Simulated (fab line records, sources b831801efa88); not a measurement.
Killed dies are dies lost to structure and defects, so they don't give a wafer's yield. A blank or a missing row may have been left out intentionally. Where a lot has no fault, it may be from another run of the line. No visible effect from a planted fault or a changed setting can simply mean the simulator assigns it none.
Which tool did it? ; flow sky130 ; 36 wafers from 12 lots sampled at 5 of the route's 708 steps

## WHAT EACH GAUGE READ, for each wafer
SKY_VIA2_CD_MEAS_12 targets a cd of 200 nm. Usual: cd-nm at 200.1 nm, with a standard deviation of 1.5.
lot;measured;on;cd-nm (nm);flag
L270;day 36 08:44;cd-sem-01;198.3 200.5 198.8;
L272;day 37 10:13;cd-sem-02;200.2 199.6 199.9;
L273;day 37 11:17;cd-sem-02;200.9 200.1 200.7;
L276;day 38 17:37;cd-sem-01;201.1 201.4 201.3;
L278;day 39 07:55;cd-sem-02;200.3 201.4 199.6;
L280;day 39 17:07;cd-sem-01;200.3 200.5 200.0;
L282;day 40 14:12;cd-sem-01;202.9 201.1 201.5;
L285;day 41 09:25;cd-sem-02;199.2 199.9 200.0;
L287;day 41 19:11;cd-sem-01;200.6 197.7 198.8;
L290;day 42 13:04;cd-sem-02;197.2 198.1 197.0;
L291;day 43 15:13;cd-sem-01;199.0 198.6 199.0;
L292;day 43 15:57;cd-sem-01;202.8 202.4 202.0;

SKY_METAL3_OVL_MEAS_14. Usual: METAL3_OVL 2 nm, standard deviation 4.7.
lot;measured;on;METAL3_OVL (nm);flag
L270;day 38 14:07;overlay-02;-3 7 1;
L272;day 39 14:35;overlay-02;-4 -9 -8;
L273;day 39 16:21;overlay-01;3 -2 8;
L276;day 40 21:40;overlay-01;0 -1 -5;
L278;day 41 10:58;overlay-01;5 -2 1;
L280;day 41 19:39;overlay-01;5 -4 3;
L282;day 42 15:30;overlay-01;-3 4 2;
L285;day 43 09:04;overlay-02;3 1 3;
L287;day 43 19:30;overlay-02;1 4 1;
L290;day 44 11:33;overlay-02;4 1 5;
L291;day 45 13:55;overlay-01;2 2 1;
L292;day 45 14:55;overlay-02;7 7 7;

SKY_PAD_OPEN_BOW_MEAS_13. Usual: PAD_OPEN_BOW 49 um, standard deviation 7.7.
lot;measured;on;PAD_OPEN_BOW (um);flag
L270;day 45 17:24;film-metro-03;54 40 54;
L272;day 46 14:14;film-metro-01;48 46 44;
L273;day 46 15:26;film-metro-04;44 59 55;
L276;day 47 19:24;film-metro-03;104 116 113;OFF
L278;day 48 01:47;film-metro-01;103 95 105;OFF
L280;day 48 09:43;film-metro-01;41 40 56;
L282;day 49 02:03;film-metro-03;42 53 59;
L285;day 49 15:31;film-metro-04;53 59 45;
L287;day 49 23:41;film-metro-01;58 55 30;
L290;day 50 11:14;film-metro-04;46 46 45;
L291;day 51 05:25;film-metro-03;56 51 36;
L292;day 51 07:53;film-metro-03;35 52 41;

## EACH LOT AND THE TOOL THAT RAN IT (in order: tool; ch and the chambers of the sampled wafers; start)
lot;SKY_METAL4_SPUTTER_00;SKY_PAD_OPEN_ANNEAL_12
L270;pvd-sputter-04, day 39 17:34;furnace-01 ch 0, day 45 15:50
L272;pvd-sputter-03, day 40 17:55;furnace-01 ch 0, day 46 12:44
L273;pvd-sputter-03, day 40 19:32;furnace-02 ch 0, day 46 13:55
L276;pvd-sputter-01, day 42 00:26;furnace-02, day 47 17:52
L278;pvd-sputter-01, day 42 13:14;furnace-01, day 48 00:17
L280;pvd-sputter-03, day 42 22:22;furnace-02 ch 0, day 48 08:13
L282;pvd-sputter-01, day 43 16:54;furnace-02 ch 0, day 49 00:31
L285;pvd-sputter-03, day 44 10:41;furnace-01 ch 0, day 49 13:58
L287;pvd-sputter-03, day 44 21:01;furnace-01 ch 0, day 49 22:11
L290;pvd-sputter-04, day 45 12:22;furnace-02 ch 0, day 50 09:43
L291;pvd-sputter-03, day 46 13:37;furnace-01 ch 0, day 51 03:55
L292;pvd-sputter-04, day 46 15:19;furnace-01 ch 0, day 51 06:22
- SKY_METAL4_SPUTTER_00: material Ti, target thk 15 nm, time 10 s.
- SKY_PAD_OPEN_ANNEAL_12

## AS READ BY THE TOOLS THEMSELVES (means over the sampled wafers that have a number; for cases with no such wafer, the mark the record gives instead)
SKY_METAL4_SPUTTER_00. Usual: throttle-valve-pct at 30.4 %, with a standard deviation of 1.
lot;tool;throttle-valve-pct (%);flag
L270;pvd-sputter-04;30.6;
L272;pvd-sputter-03;30.7;
L273;pvd-sputter-03;31.0;
L276;pvd-sputter-01;29.4;
L278;pvd-sputter-01;29.7;
L280;pvd-sputter-03;31.0;
L282;pvd-sputter-01;29.4;
L285;pvd-sputter-03;31.5;
L287;pvd-sputter-03;31.0;
L290;pvd-sputter-04;30.1;
L291;pvd-sputter-03;31.3;
L292;pvd-sputter-04;30.2;

SKY_PAD_OPEN_ANNEAL_12. Usual: ramp-down-c-per-min 4.0000, standard deviation 0.00074; ramp-up-c-per-min 8.0000, standard deviation 0.0012; zone-power-upper-pct 4.0 %, standard deviation 0.41.
lot;tool;ramp-down-c-per-min;ramp-up-c-per-min;zone-power-upper-pct (%);flag
L270;furnace-01;4.0001;8.0001;3.6;
L272;furnace-01;4.0000;7.9995;3.5;
L273;furnace-02;4.0004;7.9989;4.4;
L276;furnace-02;-;-;-;OFF
L278;furnace-01;-;-;-;OFF
L280;furnace-02;4.0003;8.0008;4.4;
L282;furnace-02;3.9994;8.0003;4.4;
L285;furnace-01;4.0009;8.0002;3.6;
L287;furnace-01;4.0005;8.0007;3.6;
L290;furnace-02;4.0011;8.0002;4.4;
L291;furnace-01;3.9997;8.0006;3.6;
L292;furnace-01;4.0004;8.0006;3.6;

## THE ANSWER, worked out from the rows above alone
Rule: a lot is off if the mean of its wafers that have a number lies more than 3 standard deviations from the usual mean. Also off: a lot with no number at a reading for which 4 or more lots have one. Any other lot the step has rows for is counted as sound. First the gauges in route order, then the tools' own readings, where a lot's mean is used as printed above. The first step at which some lot is off is used, and at that step the reading that is off furthest; a lot without a number counts as furthest.
Off: at SKY_PAD_OPEN_BOW_MEAS_13 (PAD_OPEN_BOW), L276, L278.
A tool fits if, at a process step before that reading, it ran every lot that is off, and no sound lot after the first of them. Not tried: the gauges at SKY_PAD_OPEN_BOW_MEAS_13; whatever is off there is also off at SKY_PAD_OPEN_ANNEAL_12, on other tools, and gauge error can't account for it. None of those tried fits.

## WHAT HAD BEEN PUT IN BY THE SIMULATOR
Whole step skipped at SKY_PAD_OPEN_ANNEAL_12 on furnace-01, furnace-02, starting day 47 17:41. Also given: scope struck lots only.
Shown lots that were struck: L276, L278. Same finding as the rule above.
